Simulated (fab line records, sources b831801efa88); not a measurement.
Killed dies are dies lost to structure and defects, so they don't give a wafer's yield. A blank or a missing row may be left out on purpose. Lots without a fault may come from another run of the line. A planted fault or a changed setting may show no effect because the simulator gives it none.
Which tool did it? | flow sky130 | 6 lots, 18 wafers sampled, at 4 steps of a route of 708

WHAT THE GAUGES READ, wafer by wafer
SKY_CAPM_OVL_MEAS_12.
lot  | measured     | on         | CAPM_OVL (nm)
L466 | day 38 16:43 | overlay-01 | -0.4 -1.2 0.3
L469 | day 39 21:56 | overlay-01 | -2.9 -2.7 -2.6
L471 | day 40 07:10 | overlay-01 | -1.2 -1.7 -0.6
L473 | day 41 02:25 | overlay-01 | -0.6 -1.0 1.0
L475 | day 41 12:01 | overlay-01 | -1.6 -0.9 -0.6
L485 | day 44 00:07 | overlay-01 | -2.1 -1.1 -2.5

WHICH TOOL RAN EACH LOT (tool, then ch and the chambers of the sampled wafers, then the start)
lot  | SKY_METAL2_SPUTTER_03        | SKY_VIA2_CMP_24               | SKY_CAPM_SPUTTER_02
L466 | pvd_sputter-02, day 35 06:59 | cmp-01 ch 0,3, day 37 14:32   | pvd_sputter-03, day 37 15:04
L469 | pvd_sputter-02, day 36 13:54 | cmp-02 ch 0,1, day 38 21:05   | pvd_sputter-01, day 38 21:34
L471 | pvd_sputter-02, day 37 00:05 | cmp-01 ch 1,3, day 39 05:36   | pvd_sputter-01, day 39 06:05
L473 | pvd_sputter-04, day 37 20:26 | cmp-02 ch 0,1,2, day 40 00:45 | pvd_sputter-03, day 40 01:17
L475 | pvd_sputter-02, day 38 05:56 | cmp-01 ch 0,1, day 40 10:39   | pvd_sputter-04, day 40 11:11
L485 | pvd_sputter-04, day 40 20:38 | cmp-01 ch 0,1,2, day 43 00:17 | pvd_sputter-04, day 43 00:49
- SKY_METAL2_SPUTTER_03: material Ti, target thk 5 nm, time 3.3 s.
- SKY_VIA2_CMP_24: polishes, stops on SiO2, t overpolish 20 s, target thk 0 nm.
- SKY_CAPM_SPUTTER_02: material TiN, target thk 200 nm, time 166.7 s.

THE ANSWER, worked out from the rows above alone
Rule: what is usual is taken from the lots themselves. Put in order of their means at a reading, lots are off if they are a third of the lots or fewer, leave a main group of 4 or more, and stand apart from it by a gap of 3 or more times the standard deviation of the main group's means; of several such gaps the widest counts. A main group whose means are all the same, to the digits that the tables above print for the reading, isn't used. A lot without any number at a reading at which 4 lots or more have one is off too. The other lots that the step has rows for count as sound.
No lot is off at any reading shown: from this, nothing can be told.

WHAT THE SIMULATOR HAD PUT IN
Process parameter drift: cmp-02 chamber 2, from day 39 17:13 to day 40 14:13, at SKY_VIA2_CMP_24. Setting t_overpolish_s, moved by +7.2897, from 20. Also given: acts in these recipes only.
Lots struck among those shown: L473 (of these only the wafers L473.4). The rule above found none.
